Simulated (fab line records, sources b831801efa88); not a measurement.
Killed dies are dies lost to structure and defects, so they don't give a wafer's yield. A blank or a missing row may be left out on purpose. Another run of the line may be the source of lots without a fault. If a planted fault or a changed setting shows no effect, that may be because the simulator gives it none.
fab line records -- flow sky130
record lots=6, wafers=18, last_day=50
route steps=708 shown SONOS_ONO@176 GATE_OXIDE@187
lots untouched by any fault: they come from a run of this same line in which no faults occurred
start_h: hours from the record's opening day to when the first of the lot's shown wafers began -- wait_h: hours since the lot's step before -- " identical to the entry in the row above -- L1.1+2: a row that stands for several wafers -- - either no value or no given start -- * or withheld: withheld -- < > ~ a bound
route shown NAME@n: NAME is a module with steps in the file, n the number in the route of the first one -- usual: average and standard deviation across the fault-free wafers -- same: alike in all rows -- chamber/n: place in a boat -- sites: the reading at each site -- _std_site: standard deviation of those values -- _edge_site: inner sites' mean taken away from outer sites' mean -- radius_mm: how far each site lies from the wafer's centre -- mask NAME#n: copy n -- behind: the most recent tool/chamber to have shaped the wafer -- hold: the reason the lot was held/the length of the hold in hours/how it ended -- device: whichever transistor did not switch (one of n, p or np) -- end of line: the route-end tests of the same wafers -- for a step that has no rows: nothing shown but its recipe -- killed: at the first sort, the dies lost to defects and structure; wafer yield is something else -- map: the dies of a wafer, with x for killed, . for not killed, _ for no die there
set.NAME: the setting that was run; set.NAME@STEP: the one run at that earlier step -- model.NAME: the simulator's own value behind a step, which no gauge read
lots at selected steps of the route; one table per step, one row per wafer
services: the hour from which a tool's chamber was out of use, counted from the record's first day as start_h (under 0 if before that day), plus the number of hours and why
## steps
# step SKY_SONOS_ONO_COAT_08
# recipe resist=NOVOLAK, spin_rpm=3000, resist_thk_nm=1140
# step SKY_SONOS_ONO_SOFTBAKE_09
# recipe temp_c=90, time_s=60, resist=NOVOLAK
# step SKY_SONOS_ONO_EXPOSE_10
# recipe mask_id=ONOM, target_cd_nm=410, na=0.6, source_shape=conventional, sigma_outer=0.6, dose_mj=150
# step SKY_SONOS_ONO_PEB_11
# recipe temp_c=withheld, time_s=*, resist=NOVOLAK
# step SKY_SONOS_ONO_DEVELOP_12
# recipe develop_time_s=60, dev_temp_c=23
# step SKY_SONOS_ONO_CD_MEAS_13
# recipe target_cd_nm=410
# usual cd_nm=409.5/2.6
lot.wafer,tool,chamber,start_h,wait_h,cd_nm
L942.1,cd_sem-02,-,327.28,0.1,408.0
L942.2,cd_sem-02,-,327.28,0.1,408.4
L942.4,cd_sem-02,-,327.28,0.1,408.7
L944.1,cd_sem-01,-,350.37,0.1,409.2
L944.3,cd_sem-01,-,350.37,0.1,408.4
L944.4,cd_sem-01,-,350.37,0.1,410.4
L945.1,cd_sem-01,-,357.78,0.1,411.8
L945.2,cd_sem-01,-,357.78,0.1,413.1
L945.5,cd_sem-01,-,357.78,0.1,411.8
L954.1,cd_sem-02,-,430.47,0.1,404.3
L954.5,cd_sem-02,-,430.47,0.1,405.9
L954.6,cd_sem-02,-,430.47,0.1,407.1
L958.1,cd_sem-01,-,454.12,0.1,410.0
L958.2,cd_sem-01,-,454.12,0.1,410.5
L958.5,cd_sem-01,-,454.12,0.1,408.3
L959.1,cd_sem-02,-,470.48,0.1,409.9
L959.3,cd_sem-02,-,470.48,0.1,408.8
L959.6,cd_sem-02,-,470.48,0.1,412.4
# step SKY_SONOS_ONO_OVL_MEAS_14
# usual SONOS_ONO_OVL=-0.3/1.1
lot.wafer,tool,chamber,start_h,wait_h,SONOS_ONO_OVL[nm]
L942.1,overlay-02,-,327.40,0.1,-0.8
L942.2,overlay-02,-,327.40,0.1,-1.4
L942.4,overlay-02,-,327.40,0.1,0.3
L944.1,overlay-01,-,350.49,0.1,-1.8
L944.3,overlay-01,-,350.49,0.1,2.0
L944.4,overlay-01,-,350.49,0.1,0.5
L945.1,overlay-01,-,357.90,0.1,-0.4
L945.2,overlay-01,-,357.90,0.1,-1.8
L945.5,overlay-01,-,357.90,0.1,0.6
L954.1,overlay-02,-,430.59,0.1,0.5
L954.5,overlay-02,-,430.59,0.1,0.1
L954.6,overlay-02,-,430.59,0.1,-2.3
L958.1,overlay-02,-,454.24,0.1,-1.1
L958.2,overlay-02,-,454.24,0.1,-0.7
L958.5,overlay-02,-,454.24,0.1,1.3
L959.1,overlay-02,-,470.60,0.1,-1.2
L959.3,overlay-02,-,470.60,0.1,-0.1
L959.6,overlay-02,-,470.60,0.1,0.5
# step SKY_SONOS_ONO_ETCH_15
# recipe target_depth_nm=19.52, chemistry=CHF3/O2, source_w=600, bias_w=200, pressure_mtorr=40, chf3_flow_sccm=50, O2_flow_sccm=5, time_s=7.8
# usual drypump_motor_current_A=5.8/0.49, oes_product_au=0.997/0.012, throttle_valve_pct=8.824/0.0095
lot.wafer,tool,chamber,start_h,wait_h,drypump_motor_current_A,oes_product_au,rf_hours_counter_h,throttle_valve_pct
L942.1,rie_diel-04,2,327.44,0.0,6.0,0.992,1,8.801
L942.2,rie_diel-04,3,327.44,0.0,5.8,0.992,2,8.829
L942.4,rie_diel-04,1,327.44,0.0,5.7,1.009,3,8.829
L944.1,rie_diel-02,0,350.52,0.0,6.7,0.978,2,8.824
L944.3,rie_diel-02,2,350.52,0.0,5.1,0.980,1,8.811
L944.4,rie_diel-02,3,350.52,0.0,5.0,0.995,109,8.844
L945.1,rie_diel-02,1,357.94,0.0,6.0,0.995,114,8.835
L945.2,rie_diel-02,2,357.94,0.0,5.1,0.979,1,8.834
L945.5,rie_diel-02,3,357.94,0.0,5.0,0.996,-,8.825
L954.1,rie_diel-04,1,430.62,0.0,5.7,1.023,5,8.831
L954.5,rie_diel-04,3,430.62,0.0,5.8,1.008,-,8.826
L954.6,rie_diel-04,2,430.62,0.0,6.0,1.004,-,8.828
L958.1,rie_diel-04,1,454.27,0.0,5.6,1.007,6,8.812
L958.2,rie_diel-04,2,454.27,0.0,6.0,1.001,3,8.826
L958.5,rie_diel-04,2,454.27,0.0,6.0,1.008,-,8.818
L959.1,rie_diel-04,1,470.64,0.0,5.6,0.999,6,8.819
L959.3,rie_diel-04,0,470.64,0.0,4.9,1.003,4,8.812
L959.6,rie_diel-04,2,470.64,0.0,6.0,0.989,-,8.820
# step SKY_SONOS_ONO_WET_ETCH_16
# recipe chemistry=dHF, target_depth_nm=14, dry=n2_spin, target=SiO2, dilution=100:1, temp_c=25, time_s=280
# step SKY_SONOS_ONO_STRIP_17
# recipe chemistry=O2/N2, power_w=1400, pressure_mtorr=1500, platen_temp_c=withheld, o2_flow_sccm=3000, n2_flow_sccm=300, overash_fraction=0.5
# usual drypump_motor_current_A=5.59/0.23, n2_flow_sccm=300.2/0.88, oes_product_au=0.710/0.0046, strip_time_to_endpoint_s=14.12/0.035
lot.wafer,tool,chamber,start_h,wait_h,drypump_motor_current_A,n2_flow_sccm,oes_product_au,rf_hours_counter_h,strip_time_to_endpoint_s
L942.1,plasma_asher-01,0,327.54,0.0,5.57,300.9,0.705,22,14.12
L942.2,plasma_asher-01,1,327.54,0.0,5.46,299.9,0.708,22,14.12
L942.4,plasma_asher-01,1,327.54,0.0,5.46,299.8,0.703,-,14.06
L944.1,plasma_asher-01,1,350.64,0.0,5.47,300.9,0.712,24,14.13
L944.3,plasma_asher-01,0,350.64,0.0,5.56,299.8,0.718,-,14.13
L944.4,plasma_asher-01,1,350.64,0.0,5.46,301.5,0.706,-,14.14
L945.1,plasma_asher-01,0,358.04,0.0,5.58,300.5,0.713,25,14.14
L945.2,plasma_asher-01,1,358.04,0.0,5.45,301.3,0.710,25,14.05
L945.5,plasma_asher-01,0,358.04,0.0,5.57,299.6,0.715,-,14.12
L954.1,plasma_asher-01,0,430.73,0.0,5.58,299.0,0.718,33,14.08
L954.5,plasma_asher-01,0,430.73,0.0,5.56,299.4,0.713,-,14.12
L954.6,plasma_asher-01,1,430.73,0.0,5.45,299.8,0.702,-,14.11
L958.1,plasma_asher-01,0,454.38,0.0,5.56,299.0,0.711,35,14.13
L958.2,plasma_asher-01,1,454.38,0.0,5.44,300.5,0.704,35,14.10
L958.5,plasma_asher-01,1,454.38,0.0,5.45,299.9,0.713,-,14.12
L959.1,plasma_asher-04,1,470.75,0.0,5.98,300.7,0.713,4,14.13
L959.3,plasma_asher-04,1,470.75,0.0,5.99,300.6,0.716,-,14.16
L959.6,plasma_asher-04,1,470.75,0.0,5.95,301.5,0.711,-,14.14
# step SKY_SONOS_ONO_WET_ETCH_18
# recipe chemistry=H3PO4, target_depth_nm=15, target=Si3N4, temp_c=160, time_s=172
# step SKY_GATE_OXIDE_CLEAN_00
# recipe chemistry=SC1/SC2, mix=1:4:20, temp_c=70, time_s=150, dry=n2_spin
# step SKY_GATE_OXIDE_OXIDATION_01
# recipe temp_c=900, ambient=O2, stabilise_s=600, purge_s=300, target_thk_a=102.68, ox_time_s=1473
# usual ox_temp_c=900.0/0.41, ox_temp_c_max=906.2/1.3, spike_tc_upper_C=899.6/0.96
lot.wafer,tool,chamber,start_h,wait_h,ox_temp_c,ox_temp_c_max,spike_tc_upper_C
L942.1,furnace-01,0,329.53,1.8,899.4,905.3,899.8
L942.2,furnace-01,0,329.53,1.8,899.6,904.5,899.7
L942.4,furnace-01,0,329.53,1.8,900.3,907.0,899.4
L944.1,furnace-02,-,353.45,2.6,-,-,-
L944.3,furnace-02,-,353.45,2.6,-,-,-
L944.4,furnace-02,-,353.45,2.6,-,-,-
L945.1,furnace-01,-,359.06,0.8,-,-,-
L945.2,furnace-01,-,359.06,0.8,-,-,-
L945.5,furnace-01,-,359.06,0.8,-,-,-
L954.1,furnace-01,0,431.31,0.4,900.2,904.6,896.9
L954.5,furnace-01,0,431.31,0.4,900.2,906.6,899.4
L954.6,furnace-01,0,431.31,0.4,899.8,905.1,898.9
L958.1,furnace-02,0,454.64,0.0,900.4,906.3,900.4
L958.2,furnace-02,0,454.64,0.0,899.8,906.1,900.0
L958.5,furnace-02,0,454.64,0.0,899.9,906.4,899.6
L959.1,furnace-02,0,471.18,0.2,899.8,905.9,898.9
L959.3,furnace-02,0,471.18,0.2,899.4,905.4,898.9
L959.6,furnace-02,0,471.18,0.2,900.3,905.7,900.5
## services
tool,chamber,start_h,hours,kind
rie_diel-02,3,319.69,6.6,repair
furnace-02,-,320.16,2.9,pm
rie_diel-02,1,324.06,3.0,repair
rie_diel-02,2,334.76,9.2,repair
rie_diel-04,-,344.95,2.8,pm
plasma_asher-04,-,349.62,0.7,repair
furnace-02,-,349.92,3.5,pm
rie_diel-04,0,355.40,3.1,repair
plasma_asher-04,-,358.22,2.4,repair
rie_diel-02,1,372.26,-,clean
rie_diel-02,1,372.26,28.3,scheduled_down
rie_diel-02,1,372.26,28.3,vent_cycle
furnace-01,-,378.13,3.7,pm
furnace-01,-,384.88,4.1,pm
rie_diel-02,3,406.00,-,clean
rie_diel-02,3,406.00,18.6,scheduled_down
rie_diel-02,3,406.00,18.6,vent_cycle
rie_diel-04,0,411.59,6.0,repair
rie_diel-04,2,419.45,7.6,repair
plasma_asher-04,-,421.25,9.0,pm
plasma_asher-04,0,421.25,9.0,vent_cycle
plasma_asher-04,-,432.81,1.9,repair
rie_diel-04,2,445.03,1.3,repair
rie_diel-02,0,457.52,2.7,repair
## key
first_sign step=SKY_GATE_OXIDE_OXIDATION_01, reading=tool_record, direction=missing
effect none on later readings
met_at SKY_GATE_OXIDE_OXIDATION_01
struck_wafers L944.1,L944.3,L944.4,L945.1,L945.2,L945.5
later_rows_left_out L944.1,L944.3,L944.4,L945.1,L945.2,L945.5
sort_left_out L944.1,L944.3,L944.4,L945.1,L945.2,L945.5
tester_left_out L944,L945
onset_between 329.53 353.45
fault kind=skipped_step_whole, tool=furnace-01,furnace-02, chamber=-, onset_h=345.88, steps=SKY_GATE_OXIDE_OXIDATION_01, scope=struck_lots_only
# tester_left_out: of these lots the tester's yield and bins aren't shown, on N5 and GAA mostly nor the transistor test; their killed dies are dies lost to structure and defects alone, not to doping, threshold or leakage, so they don't give the yield
# sort_left_out: the simulated sort isn't trusted on such a fault, so these wafers' sort isn't shown, and their yield isn't known
# later_rows_left_out: the simulator's readings of these wafers behind a module that went badly wrong aren't trusted and aren't shown, but for the sort
